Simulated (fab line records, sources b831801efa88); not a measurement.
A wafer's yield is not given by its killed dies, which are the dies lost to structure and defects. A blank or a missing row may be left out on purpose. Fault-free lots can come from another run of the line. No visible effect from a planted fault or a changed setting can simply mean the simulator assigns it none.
Comparing a struck lot with a sound one :: flow gf180mcu :: 16 steps out of a route of 602
Sound: the wafers L341.1, L341.3, L341.4. Struck: wafer L350.6 (left out: L350.4, L350.5 of the same lot, which were not struck); the cause appears at the end.
For every step that has rows: the tool of each side, followed by ch and its chambers, followed by its first start. Under that, the readings that differ: sound wafers :: struck wafers :: difference of the means :: sigmas: that difference in standard deviations of wafers without a fault.
alike: readings whose means differ by less than 2 such deviations, and words and numbers that are the same on both sides. not compared: withheld readings, readings that some wafer has no value for, bounds like >300 that may hide the same value, and numbers for which the record gives no deviation and whose values overlap.
A row with sigmas, a row that says differs or no value, or rows on one side alone: a step with any of these is where the two part. Numbers that don't overlap but have no deviation are shown without sigmas and don't part them. A reading that every wafer of one side lacks parts them only if that side has two wafers or more.

first, 6 steps without rows for these wafers: GF_M3_HMDS_08 (prime time 60 s); GF_M3_COAT_09 (resist thk 1000 nm); GF_M3_SOFTBAKE_10 (time 60 s); GF_M3_EXPOSE_11 (exposes mask Metal3, target cd 280 nm); GF_M3_PEB_12 (peb time 90 s); GF_M3_DEVELOP_13 (develop time 60 s).
GF_M3_CD_MEAS_14 targets a cd of 280 nm.
  struck on cdSem-01, day 26 13:32; sound on cdSem-02, day 23 11:52
  alike: cdNm
GF_M3_OVL_MEAS_15:
  struck on overlay-01, day 26 13:37; sound on overlay-02, day 23 11:59
  alike: M3_OVL
GF_M3_METAL_ETCH_16: etches the open film in Cl2/BCl3, stops on SiO2, target depth 750.8 nm, time 125.1 s.
  sound on rieMetal-04 ch 0,1, day 23 12:01; struck on rieMetal-02 ch 1, day 26 13:41
  alike: drypumpMotorCurrentA, oesProductAu, throttleValvePct
  not compared: rfHoursCounterH
GF_M3_STRIP_17: strips in O2/N2.
  sound on plasmaAsher-04 ch 0,1, day 23 12:09; struck on plasmaAsher-04 ch 0, day 26 13:48
  alike: drypumpMotorCurrentA, heaterPowerW, o2FlowSccm, oesProductAu, stripTimeToEndpointS
  not compared: rfHoursCounterH
then, 2 steps without rows for these wafers: GF_M3_STRIP_18 (strips in post etch residue remover, time 1200 s); GF_M3_CLEAN_19 (cleans in DIW).
GF_V3_CVD_00: deposits SiO2, target thk 600 nm, time 100 s.
  sound on hdpcvd-02 ch 0,1,2, day 23 12:41; struck on hdpcvd-02 ch 0, day 26 14:22
reading: sih4FlowSccm (sccm)
sound: 59.98 60.07 60.04
struck: 89.95
difference: +29.92
sigmas: +99 or more

reading: model.SiO2_of_V3_CVD_00.thkNm (nm)
sound: 599.4 604.2 597.5
struck: 903.1
difference: +302.7
sigmas: 
GF_V3_THK_MEAS_01:
  struck on filmMetro-03, day 26 14:39; sound on filmMetro-03, day 23 12:45
reading: V3_CVD_00_THK (nm)
sound: 599 605 598
struck: 903
difference: +302
sigmas: +47
  not compared: hold
GF_V3_CVD_02: deposits SiO2 from TEOS, target thk 850 nm, time 94.851 s.
  sound on pecvd-02 ch 0,1, day 23 12:49; struck on pecvd-02 ch 1, day 26 15:40
reading: hold
sound: - - -
struck: awaitDispo/0.9h/release
difference: no value on the sound wafers
sigmas: 
  alike: heaterPowerW
-- the record jumps here: 7 days lie between the struck wafers' starts before and after (it left off in module V3 and takes up again in module PASSIVATION, whose first step shown is number 602 of the route) --
GF_PASSIVATION_PROBE_99:
  rows exist in the record for the struck wafers here (prober-02, day 33 05:28), but not for the sound ones

WHERE THEY PART
At GF_V3_CVD_00 first; at GF_PASSIVATION_PROBE_99 last (within this record only).

WHY: what had been put in by the simulator
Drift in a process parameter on hdpcvd-02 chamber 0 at GF_V3_CVD_00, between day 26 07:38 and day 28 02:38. Setting sih4FlowSccm, moved by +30, from 60. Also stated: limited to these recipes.
